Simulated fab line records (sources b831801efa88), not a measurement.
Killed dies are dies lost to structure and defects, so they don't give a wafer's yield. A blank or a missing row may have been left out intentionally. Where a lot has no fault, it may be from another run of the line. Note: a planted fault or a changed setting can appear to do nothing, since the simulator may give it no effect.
Chamber matching	flow gf180mcu	4 sister chambers for GF_V1_CMP_26 on cmp-02
The step polishes, stops on SiO2, t overpolish 15 s, target thk 0 nm. 16 wafers are shown with their chamber, then 8 later ones without.

## WAFERS WITH THEIR CHAMBER
wafer	chamber	platen rpm (rpm)	motor current A (A)	slurry filter dp kPa (kPa)
L422.1	0	60.03	11.3	13.39
L422.2	1	59.94	11.5	13.70
L422.6	3	59.96	11.1	13.40
L424.1	1	59.96	11.0	13.29
L424.4	2	60.02	11.0	13.56
L424.5	1	59.95	10.8	13.62
L426.2	1	60.02	11.1	13.47
L426.4	2	60.02	11.3	13.64
L426.5	3	59.98	10.7	13.53
L440.2	1	60.06	10.9	13.74
L440.3	0	60.06	11.3	13.87
L440.4	2	59.97	10.6	13.59
L441.3	1	60.04	11.2	13.45
L441.5	1	60.01	10.7	13.76
L441.6	2	59.98	11.4	13.32
L442.3	2	59.99	11.4	13.58

SIGNATURES (means of the wafers above)
reading	chamber 0	chamber 1	chamber 2	chamber 3	scatter within a chamber
platen rpm	60.0450	59.9971	59.9960	59.9700	0.0366
motor current A	11.300	11.029	11.140	10.900	0.287
slurry filter dp kPa	13.6300	13.5757	13.5380	13.4650	0.176
Rule: a wafer's distance from a chamber is the root of the sum, over the readings, of the square of ((its reading less the chamber's mean) divided by the reading's scatter). If the next closest chamber is less than 2 further off than the closest, the wafer can't be placed; otherwise it belongs to the closest. How the scatter is found: for the shown wafers, subtract from each reading the mean of its chamber, square and add these, divide the total by (wafers less chambers), then take the root.

## WAFERS WHOSE CHAMBER IS MISSING
wafer	platen rpm (rpm)	motor current A (A)	slurry filter dp kPa (kPa)
L442.5	59.93	11.4	13.51
L442.6	59.99	11.6	13.30
L444.2	60.04	11.2	13.19
L444.4	60.01	11.3	13.62
L444.6	60.04	11.0	13.42
L443.2	59.96	10.3	13.27
L443.4	59.97	11.6	13.57
L443.5	60.04	11.2	13.64

## CHAMBER TAKEN BY EACH
wafer	from the rows above	in truth
L442.5	can't be placed: 2 or 3 or 1 or 0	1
L442.6	can't be placed: 2 or 1 or 0 or 3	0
L444.2	can't be placed: 2 or 0 or 1 or 3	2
L444.4	can't be placed: 2 or 0 or 1 or 3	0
L444.6	can't be placed: 2 or 1 or 0 or 3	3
L443.2	can't be placed: 3 or 1 or 2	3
L443.4	can't be placed: 2 or 1 or 0 or 3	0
L443.5	can't be placed: 0 or 2 or 1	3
0 of 8 placed correctly. These rows do not allow placing 8 (true chamber among the candidates in 7). Wrongly placed: 0.
